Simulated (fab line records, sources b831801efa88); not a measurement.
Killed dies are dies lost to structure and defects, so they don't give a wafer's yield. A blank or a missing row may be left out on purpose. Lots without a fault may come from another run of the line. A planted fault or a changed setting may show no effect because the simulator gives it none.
Problem report in the 8D (eight disciplines) form, filled by code | flow sky130 | the parts of the form that need people (team, actions taken, sign-off) are left out

1. THE PROBLEM
SONOS_ONO_OXIDATION_THK at SKY_SONOS_ONO_THK_MEAS_01 reads a mean of 2.08 nm on 6 wafers of 2 lots; wafers without a fault read 2.59 nm with a standard deviation of 0.06. That is -8.4 standard deviations from the usual mean.
First seen on wafer L598.2, day 15 09:35, on film_metro-01. The record holds 36 wafers of 12 lots with a number at this step. Rule for "out", or "out of limits": more than 4 standard deviations from the usual mean. The other wafers with a number count as sound.

2. WHAT IT IS AND WHAT IT IS NOT
question                    | is                           | is not
which readings at this step | SONOS_ONO_OXIDATION_THK      | -
which lots                  | L598, L599                   | L586, L587, L588, L589, L590, L591, L601, L605, L606, L607
which wafers of those lots  | all that have a number       | -
read on which gauges        | film_metro-01, film_metro-02 | film_metro-03
when                        | from day 15 09:35            | up to then (18 sound wafers); but 12 sound wafers of L601, L605, L606, L607 came after

3. SUSPECTS, AND WHAT RULES EACH OUT
Counting: a tool at a process step up to the reading stays a suspect if it ran every lot that is out and no sound lot after the first of them.
- the gauge at SKY_SONOS_ONO_THK_MEAS_01: ruled out. The wafers that are out were read on 2 gauges (film_metro-01, film_metro-02).
- furnace-02 at SKY_SONOS_ONO_OXIDATION_00 (stabilise 600 s, purge 300 s, target thk 2.6 nm): ruled out as a lasting fault. Sound lots L607 ran on it after its first lot that is out, L598 (day 15 08:14).
Left after counting: nothing in the record.

4. THE CAUSE (what the simulator had put in)
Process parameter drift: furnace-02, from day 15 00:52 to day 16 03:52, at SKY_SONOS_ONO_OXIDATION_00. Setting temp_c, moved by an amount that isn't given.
Counting ruled it out, wrongly: the rule takes a fault to strike every lot that its tool runs from its start on, and this one did not.

5. THE CHAIN OF EFFECTS, in route order
Each row: a reading whose mean over the struck wafers that have a number lies more than 3 standard deviations from the usual. Only readings for which the record gives a usual standard deviation are gone through. hours: the time from each lot's start at the first step in this table that gives one to its start at this step, as a median over the lots. sigmas: the change in usual standard deviations.
hours | step                       | reading                 | usual   | on struck wafers | change | sigmas
0     | SKY_SONOS_ONO_OXIDATION_00 | spike_tc_bottom_C       | 819 C   | 807              | -12    | -3.0
0     | SKY_SONOS_ONO_OXIDATION_00 | spike_tc_centre_C       | 798.8 C | 782.8            | -16.0  | -12
0     | SKY_SONOS_ONO_OXIDATION_00 | spike_tc_lower_C        | 800.7 C | 786.2            | -14.5  | -10
0     | SKY_SONOS_ONO_OXIDATION_00 | spike_tc_top_C          | 809.2 C | 793.5            | -15.7  | -8.3
0     | SKY_SONOS_ONO_OXIDATION_00 | spike_tc_upper_C        | 800.4 C | 785.1            | -15.2  | -12
0     | SKY_SONOS_ONO_OXIDATION_00 | tube_center_temp_C      | 800 C   | 785              | -15    | -99 or more
0     | SKY_SONOS_ONO_OXIDATION_00 | tube_center_temp_C_max  | 802.1   | 786.7            | -15.4  | -48
0     | SKY_SONOS_ONO_OXIDATION_00 | zone_power_upper_pct    | 14.41 % | 13.81            | -0.60  | -4.0
1     | SKY_SONOS_ONO_THK_MEAS_01  | SONOS_ONO_OXIDATION_THK | 2.59 nm | 2.08             | -0.50  | -8.4
The process steps in it:
- SKY_SONOS_ONO_OXIDATION_00: stabilise 600 s, purge 300 s, target thk 2.6 nm.
Later measuring or inspecting steps at which every struck wafer that the step has a row for has a number for every such reading, and none has moved that far: SKY_SONOS_ONO_THK_MEAS_05, SKY_GATE_OXIDE_OVL_MEAS_10.

6. WHAT WOULD HAVE CAUGHT IT SOONER
In this record the first reading out of limits at a measuring or inspecting step was taken at day 15 09:35, 9 hours after the fault began at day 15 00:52.
The tool's own readings at SKY_SONOS_ONO_OXIDATION_00 were out on every struck wafer that the step has a row for (spike_tc_centre_C, spike_tc_lower_C, spike_tc_top_C, spike_tc_upper_C, tube_center_temp_C, tube_center_temp_C_max): an alarm limit on them would have fired on the first of those.
